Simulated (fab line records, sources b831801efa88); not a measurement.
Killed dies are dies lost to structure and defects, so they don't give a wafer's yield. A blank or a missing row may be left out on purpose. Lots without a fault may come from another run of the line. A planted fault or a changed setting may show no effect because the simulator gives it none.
One fault seen from 2 desks | flow gf180mcu | each desk has only its own numbers; what lay behind them comes last

THE METROLOGY DESK
What the gauges read, lot by lot, whatever tool the lot ran on: means of the sampled wafers that have a number. A lot is out of limits, marked OUT, if its mean lies more than 4 standard deviations from the usual mean; the brackets give that distance.
Columns: A = cd_nm at GF_M4_CD_MEAS_14, usual 280.1 nm; B = V4_CVD_00_THK at GF_V4_THK_MEAS_01, usual 603 nm; C = V4_BOW at GF_V4_BOW_MEAS_05, usual 135 um
lot  | first seen here | A     | B   | C
L424 | day 23 09:07    | 281.5 | 606 | 141
L426 | day 24 04:38    | 280.1 | 599 | 121
L427 | day 24 07:20    | 280.4 | 596 | 125
L428 | day 25 00:03    | 279.1 | 612 | 137
L430 | day 25 14:39    | 279.9 | 608 | 134
L434 | day 26 22:02    | 279.7 | 600 | 137
L438 | day 28 01:22    | 281.6 | 609 | 135
L440 | day 28 17:26    | 280.6 | 605 | 139
L442 | day 29 02:47    | 280.7 | 605 | 126
L443 | day 29 09:52    | 278.4 | 609 | 126
L444 | day 29 17:35    | 280.7 | 605 | 148
L445 | day 29 22:11    | 278.0 | 596 | 134
L447 | day 30 09:32    | 280.9 | 597 | 141
This desk's finding: nothing out of limits on any of the 13 lots.

THE TOOL OWNER'S DESK: cmp-01
The tool's own readings at GF_V4_CMP_04 (polishes SiO2): means of the sampled wafers that have a number, for each lot that ran on this tool. A lot is out of limits, marked OUT, if its mean lies more than 4 standard deviations from the usual mean; the brackets give that distance.
Columns: A = motor_current_A at GF_V4_CMP_04, usual 11.6 A; B = time_to_endpoint_s at GF_V4_CMP_04, usual 79 s
lot  | first seen here | A    | B
L426 | day 24 05:43    | 11.7 | 74
L427 | day 24 08:35    | 10.9 | 73
L428 | day 25 01:11    | 11.5 | 73
L430 | day 25 15:44    | 11.7 | 72
L434 | day 26 23:08    | 12.1 | 84
This desk's finding: nothing out of limits on any of the 5 lots.

PUT TOGETHER
The metrology desk saw nothing out of limits.
The tool owner's desk saw nothing out of limits.

WHAT THE SIMULATOR HAD PUT IN
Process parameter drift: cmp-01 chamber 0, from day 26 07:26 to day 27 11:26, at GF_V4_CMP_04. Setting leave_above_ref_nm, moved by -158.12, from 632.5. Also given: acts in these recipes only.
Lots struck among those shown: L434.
